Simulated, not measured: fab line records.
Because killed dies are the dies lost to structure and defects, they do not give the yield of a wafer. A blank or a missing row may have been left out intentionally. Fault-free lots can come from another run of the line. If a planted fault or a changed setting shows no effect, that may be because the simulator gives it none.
Struck lot and sound lot, side by side | flow sky130 | 29 steps out of a route of 708
Sound: these wafers, L134.2, L134.3, L134.5. Wafers L126.2, L126.3, L126.4 were the ones struck. The cause is named last.
Per side, at each step with rows, come the tool, then ch with its chambers, and then its first start. Under that, the readings that differ: sound wafers | struck wafers | difference of the means | sigmas: that difference in standard deviations of wafers without a fault.
alike: readings with means less than 2 such deviations apart, plus words and numbers identical on both sides. not compared: withheld readings, readings lacking a value on some wafer, bounds such as >300 that could conceal the same value, and numbers that have no deviation in the record and whose values overlap.
The two part at a step that has a row with sigmas, a row that says differs or no value, or rows on one side only. Numbers that don't overlap but have no deviation are shown without sigmas and don't part them. A reading missing from all wafers of one side parts the sides only when that side holds two or more wafers.

first, 1 step without rows for these wafers: SKY_LDD_HVN_IMPLANT_08.
SKY_LDD_HVN_STRIP_09: strips in O2/N2.
  sound on plasmaAsher-02 ch 0, day 27 20:16; struck on plasmaAsher-03 ch 0,1, day 24 08:55
  alike: chamberPressureMTorr, drypumpMotorCurrentA, oesProductAu, stripTimeToEndpointS
  not compared: rfHoursCounterH
SKY_LDD_HVN_TW_MEAS_10:
  sound on filmMetro-04, day 27 20:23; struck on filmMetro-03, day 24 09:01
  alike: LDD_HVN_TW
then, 7 steps without rows for these wafers: SKY_LDD_HVP_DEHYDRATE_00 (time 60 s); SKY_LDD_HVP_HMDS_01 (prime time 60 s); SKY_LDD_HVP_COAT_02 (resist thk 300 nm); SKY_LDD_HVP_SOFTBAKE_03 (time 60 s); SKY_LDD_HVP_EXPOSE_04 (exposes mask HVPTM, target cd 700 nm); SKY_LDD_HVP_PEB_05; SKY_LDD_HVP_DEVELOP_06 (develop time 60 s).
SKY_LDD_HVP_OVL_MEAS_07:
  sound on overlay-02, day 29 00:34; struck on overlay-02, day 25 14:35
  alike: LDD_HVP_OVL
next, for these wafers, 1 step has no rows: SKY_LDD_HVP_IMPLANT_08.
SKY_LDD_HVP_STRIP_09: strips in O2/N2.
  sound on plasmaAsher-04 ch 0,1, day 29 00:53; struck on plasmaAsher-01 ch 0,1, day 25 14:46
  no value came back on the struck wafers for chamberPressureMTorr (mTorr), drypumpMotorCurrentA (A), oesProductAu (a.u.), stripTimeToEndpointS (s); on the sound wafers chamberPressureMTorr (mTorr) reads 1500.5 1499.1 1501.3
reading                                     | sound | struck          | difference | sigmas
model.NOVOLAK_of_LDD_HVP_COAT_02.thkNm (nm) | 0 0 0 | 300.3 299.6 300 | +300.0     | 
  not compared: rfHoursCounterH
SKY_LDD_HVP_TW_MEAS_10:
  sound on filmMetro-02, day 29 01:00; struck on filmMetro-02, day 25 14:52
  alike: LDD_HVP_TW
then, 7 steps without rows for these wafers: SKY_LDD_LDN_DEHYDRATE_00 (time 60 s); SKY_LDD_LDN_HMDS_01 (prime time 60 s); SKY_LDD_LDN_COAT_02 (resist thk 1140 nm); SKY_LDD_LDN_SOFTBAKE_03 (time 60 s); SKY_LDD_LDN_EXPOSE_04 (exposes mask LDNTM, target cd 700 nm); SKY_LDD_LDN_PEB_05; SKY_LDD_LDN_DEVELOP_06 (develop time 60 s).
SKY_LDD_LDN_OVL_MEAS_07:
  sound on overlay-01, day 30 04:01; struck on overlay-01, day 26 18:41
  alike: LDD_LDN_OVL
then, 4 steps without rows for these wafers: SKY_LDD_LDN_IMPLANT_08; SKY_LDD_LDN_IMPLANT_09; SKY_LDD_LDN_IMPLANT_10; SKY_LDD_LDN_IMPLANT_11.
SKY_LDD_LDN_STRIP_12: strips in O2/N2.
  sound on plasmaAsher-01 ch 0,1, day 30 04:39; struck on plasmaAsher-02 ch 0,1, day 26 19:19
reading                  | sound             | struck            | difference | sigmas
drypumpMotorCurrentA (A) | 5.6 4.9 4.9       | 6.0 6.0 6.1       | +0.9       | +2
stripTimeToEndpointS (s) | 14.19 14.18 14.21 | 18.86 18.84 18.81 | +4.64      | +99 or more
  alike: chamberPressureMTorr, oesProductAu
  not compared: rfHoursCounterH
SKY_LDD_LDN_TW_MEAS_13:
  sound on filmMetro-02, day 30 04:46; struck on filmMetro-01, day 26 19:26
reading    | sound          | struck   | difference | sigmas
LDD_LDN_TW | 1513 1510 1498 | 30 30 30 | -1477      | -70
then, 1 step without rows for these wafers: SKY_LDD_LDN_CLEAN_14 (cleans in SC1/SC2, time 150 s).

## WHERE THEY PART
First at SKY_LDD_HVP_STRIP_09; last, within this record, at SKY_LDD_LDN_TW_MEAS_13.

WHY: whatever the simulator had introduced
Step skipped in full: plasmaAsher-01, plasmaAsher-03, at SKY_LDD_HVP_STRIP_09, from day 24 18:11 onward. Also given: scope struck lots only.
